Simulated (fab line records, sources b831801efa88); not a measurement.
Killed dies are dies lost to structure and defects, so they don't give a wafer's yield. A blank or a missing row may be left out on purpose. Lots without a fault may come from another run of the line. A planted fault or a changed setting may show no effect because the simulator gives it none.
Which tool did it? | flow gf180mcu | 14 lots, 42 wafers sampled, at 6 steps of a route of 602

WHAT THE GAUGES READ, wafer by wafer
GF_STI_THK_MEAS_02. Usual: STI_OXIDATION_THK 9.91 nm, standard deviation 0.22.
lot  | measured    | on            | STI_OXIDATION_THK (nm) | flag
L316 | day 2 07:31 | film_metro-03 | 9.87 10.21 9.95        |
L317 | day 2 12:31 | film_metro-03 | 9.76 9.80 9.60         |
L318 | day 2 17:31 | film_metro-02 | 9.81 9.96 10.05        |
L319 | day 2 22:31 | film_metro-01 | 9.89 10.00 10.14       |
L320 | day 3 03:31 | film_metro-02 | 10.15 9.97 9.97        |
L321 | day 3 09:22 | film_metro-02 | 10.17 10.09 10.13      |
L322 | day 3 13:31 | film_metro-02 | 9.84 9.81 9.75         |
L323 | day 3 18:53 | film_metro-03 | 10.13 9.77 10.01       |
L324 | day 3 23:31 | film_metro-03 | 9.95 9.65 9.74         |
L325 | day 4 04:31 | film_metro-01 | 9.75 9.89 9.64         |
L329 | day 5 00:31 | film_metro-01 | 9.70 9.69 9.70         |
L333 | day 5 21:20 | film_metro-01 | 9.97 9.91 9.97         |
L334 | day 6 01:31 | film_metro-01 | 9.92 9.75 9.77         |
L335 | day 6 07:00 | film_metro-02 | 9.66 10.05 9.83        |

GF_STI_THK_MEAS_24. Usual: STI_CVD_23_THK 652 nm, standard deviation 10.
lot  | measured    | on            | STI_CVD_23_THK (nm) | flag
L316 | day 3 00:17 | film_metro-01 | 663 662 663         |
L317 | day 3 05:37 | film_metro-01 | 660 669 667         |
L318 | day 3 10:37 | film_metro-02 | 655 660 653         |
L319 | day 3 15:08 | film_metro-03 | 650 650 658         |
L320 | day 3 20:09 | film_metro-03 | 665 659 655         |
L321 | day 4 03:01 | film_metro-02 | 657 642 637         |
L322 | day 4 06:54 | film_metro-03 | 635 648 637         |
L323 | day 4 12:12 | film_metro-01 | 637 653 633         |
L324 | day 4 17:45 | film_metro-01 | 651 667 660         |
L325 | day 4 22:28 | film_metro-01 | 639 652 659         |
L329 | day 5 18:30 | film_metro-01 | 663 645 646         |
L333 | day 6 16:47 | film_metro-02 | 652 661 665         |
L334 | day 6 21:38 | film_metro-02 | 664 672 661         |
L335 | day 7 01:40 | film_metro-03 | 641 645 632         |

GF_LVPWELL_TW_MEAS_11. Usual: LVPWELL_TW 558, standard deviation 3.9.
lot  | measured    | on            | LVPWELL_TW  | flag
L316 | day 4 20:12 | film_metro-01 | 560 560 561 |
L317 | day 5 01:26 | film_metro-04 | 561 562 560 |
L318 | day 5 05:08 | film_metro-01 | 558 559 562 |
L319 | day 5 11:44 | film_metro-02 | 556 556 558 |
L320 | day 5 17:11 | film_metro-01 | 559 558 558 |
L321 | day 5 23:05 | film_metro-01 | 559 557 558 |
L322 | day 6 03:31 | film_metro-04 | 562 564 559 |
L323 | day 6 11:22 | film_metro-04 | 562 562 562 |
L324 | day 6 15:16 | film_metro-01 | 562 563 560 |
L325 | day 6 19:40 | film_metro-01 | 557 559 560 |
L329 | day 7 21:06 | film_metro-04 | 561 562 559 |
L333 | day 8 19:08 | film_metro-02 | 335 333 334 | OFF
L334 | day 9 00:59 | film_metro-04 | 341 340 340 | OFF
L335 | day 9 05:50 | film_metro-04 | 559 557 556 |

GF_VT_IMPLANT_RS_MEAS_48: measures by four-point-probe. Usual: LVPWELL_RS 1197 ohm/sq, standard deviation 3.
lot  | measured     | on            | LVPWELL_RS (ohm/sq) | flag
L316 | day 8 16:08  | film_metro-01 | 1199 1195 1201      |
L317 | day 8 22:10  | film_metro-01 | 1194 1198 1199      |
L318 | day 9 02:43  | film_metro-02 | 1198 1196 1196      |
L319 | day 9 10:27  | film_metro-02 | 1200 1205 1197      |
L320 | day 9 16:23  | film_metro-02 | 1196 1199 1201      |
L321 | day 10 01:44 | film_metro-01 | 1195 1199 1194      |
L322 | day 10 05:49 | film_metro-02 | 1198 1194 1194      |
L323 | day 10 14:14 | film_metro-01 | 1195 1200 1198      |
L324 | day 10 20:17 | film_metro-01 | 1193 1194 1198      |
L325 | day 11 00:29 | film_metro-02 | 1202 1203 1201      |
L329 | day 12 09:31 | film_metro-01 | 1193 1192 1194      |
L333 | day 13 08:53 | film_metro-01 | 3818 3822 3821      | OFF
L334 | day 13 17:28 | film_metro-01 | 3783 3796 3805      | OFF
L335 | day 13 22:28 | film_metro-04 | 1196 1195 1195      |

WHICH TOOL RAN EACH LOT (tool, then ch and the chambers of the sampled wafers, then the start)
lot  | GF_DNWELL_STRIP_08                  | GF_LVPWELL_IMPLANT_08
L316 | plasma_asher-01 ch 0,1, day 3 15:48 | implanter-03 ch 0, day 4 19:49
L317 | plasma_asher-02 ch 0,1, day 3 21:22 | implanter-04 ch 0, day 5 01:02
L318 | plasma_asher-01 ch 0,1, day 4 01:27 | implanter-02 ch 0, day 5 04:44
L319 | plasma_asher-01 ch 0,1, day 4 07:04 | implanter-04 ch 0, day 5 11:20
L320 | plasma_asher-04 ch 0,1, day 4 12:49 | implanter-03 ch 0, day 5 16:41
L321 | plasma_asher-01 ch 0,1, day 4 18:58 | implanter-03 ch 0, day 5 22:41
L322 | plasma_asher-02 ch 0,1, day 4 22:09 | implanter-04 ch 0, day 6 03:08
L323 | plasma_asher-04 ch 0,1, day 5 05:47 | implanter-03 ch 0, day 6 10:59
L324 | plasma_asher-02 ch 0,1, day 5 09:46 | implanter-02 ch 0, day 6 14:53
L325 | plasma_asher-01 ch 0,1, day 5 14:24 | implanter-02 ch 0, day 6 19:17
L329 | plasma_asher-04 ch 0,1, day 6 13:09 | implanter-04 ch 0, day 7 20:43
L333 | plasma_asher-04 ch 1, day 7 10:06   | implanter-04, day 8 18:44
L334 | plasma_asher-01 ch 0,1, day 7 15:16 | implanter-03, day 9 00:35
L335 | plasma_asher-02 ch 0, day 7 19:49   | implanter-03 ch 0, day 9 05:26
- GF_DNWELL_STRIP_08: strips in O2/N2.
- GF_LVPWELL_IMPLANT_08

WHAT THE TOOLS THEMSELVES READ (means of the sampled wafers that have a number; where no wafer has one, the mark that the record gives instead)
GF_DNWELL_STRIP_08. Usual: drypump_motor_current_A 5.93 A, standard deviation 0.27; heater_power_w 329 W, standard deviation 48; oes_product_au 0.723 a.u., standard deviation 0.0044; strip_time_to_endpoint_s 36.98 s, standard deviation 0.089.
lot  | tool            | drypump_motor_current_A (A) | heater_power_w (W) | oes_product_au (a.u.) | strip_time_to_endpoint_s (s) | flag
L316 | plasma_asher-01 | 6.10                        | 318                | 0.718                 | 36.78                        |
L317 | plasma_asher-02 | 5.57                        | 350                | 0.726                 | 37.06                        |
L318 | plasma_asher-01 | 6.10                        | 292                | 0.723                 | 36.90                        |
L319 | plasma_asher-01 | 6.11                        | 319                | 0.722                 | 36.97                        |
L320 | plasma_asher-04 | 5.89                        | 325                | 0.722                 | 36.95                        |
L321 | plasma_asher-01 | 6.09                        | 295                | 0.726                 | 37.01                        |
L322 | plasma_asher-02 | 5.57                        | 351                | 0.725                 | 36.96                        |
L323 | plasma_asher-04 | 5.88                        | 328                | 0.717                 | 36.93                        |
L324 | plasma_asher-02 | 5.83                        | 342                | 0.721                 | 37.04                        |
L325 | plasma_asher-01 | 6.10                        | 297                | 0.721                 | 36.91                        |
L329 | plasma_asher-04 | 5.87                        | 329                | 0.720                 | 37.06                        |
L333 | plasma_asher-04 | 5.93                        | 287                | 0.726                 | 37.10                        |
L334 | plasma_asher-01 | 6.11                        | 315                | 0.728                 | 36.95                        |
L335 | plasma_asher-02 | 6.11                        | 330                | 0.721                 | 36.96                        |

GF_LVPWELL_IMPLANT_08. Usual: beam_energy_keV 170.00, standard deviation 0.048; beam_on_s 9.99 s, standard deviation 0.2.
lot  | tool         | beam_energy_keV | beam_on_s (s) | flag
L316 | implanter-03 | 169.95          | 10.04         |
L317 | implanter-04 | 170.03          | 9.97          |
L318 | implanter-02 | 169.94          | 10.25         |
L319 | implanter-04 | 170.00          | 9.88          |
L320 | implanter-03 | 170.04          | 9.82          |
L321 | implanter-03 | 170.01          | 10.04         |
L322 | implanter-04 | 170.04          | 9.89          |
L323 | implanter-03 | 170.01          | 9.93          |
L324 | implanter-02 | 169.97          | 10.03         |
L325 | implanter-02 | 170.00          | 10.09         |
L329 | implanter-04 | 169.98          | 9.87          |
L333 | implanter-04 | -               | -             | OFF
L334 | implanter-03 | -               | -             | OFF
L335 | implanter-03 | 169.94          | 10.04         |

THE ANSWER, worked out from the rows above alone
Rule: a lot is off if the mean of its wafers that have a number lies more than 3 standard deviations from the usual mean. A lot without any number at a reading at which 4 lots or more have one is off too. The other lots that the step has rows for count as sound. The gauges are gone through in route order, then the tools' own readings, and for those a lot's mean is taken as printed above. The first step at which some lot is off is used, and at that step the reading that is off furthest; a lot without a number counts as furthest.
Off: L333, L334, at GF_LVPWELL_TW_MEAS_11 (LVPWELL_TW).
A tool fits if, at a process step before that reading, it ran every lot that is off, and no sound lot after the first of them. The gauges at GF_LVPWELL_TW_MEAS_11 aren't tried: what is off there is off at GF_VT_IMPLANT_RS_MEAS_48 too, on other tools, and a gauge's error can't cause that. None of those tried fits.

WHAT THE SIMULATOR HAD PUT IN
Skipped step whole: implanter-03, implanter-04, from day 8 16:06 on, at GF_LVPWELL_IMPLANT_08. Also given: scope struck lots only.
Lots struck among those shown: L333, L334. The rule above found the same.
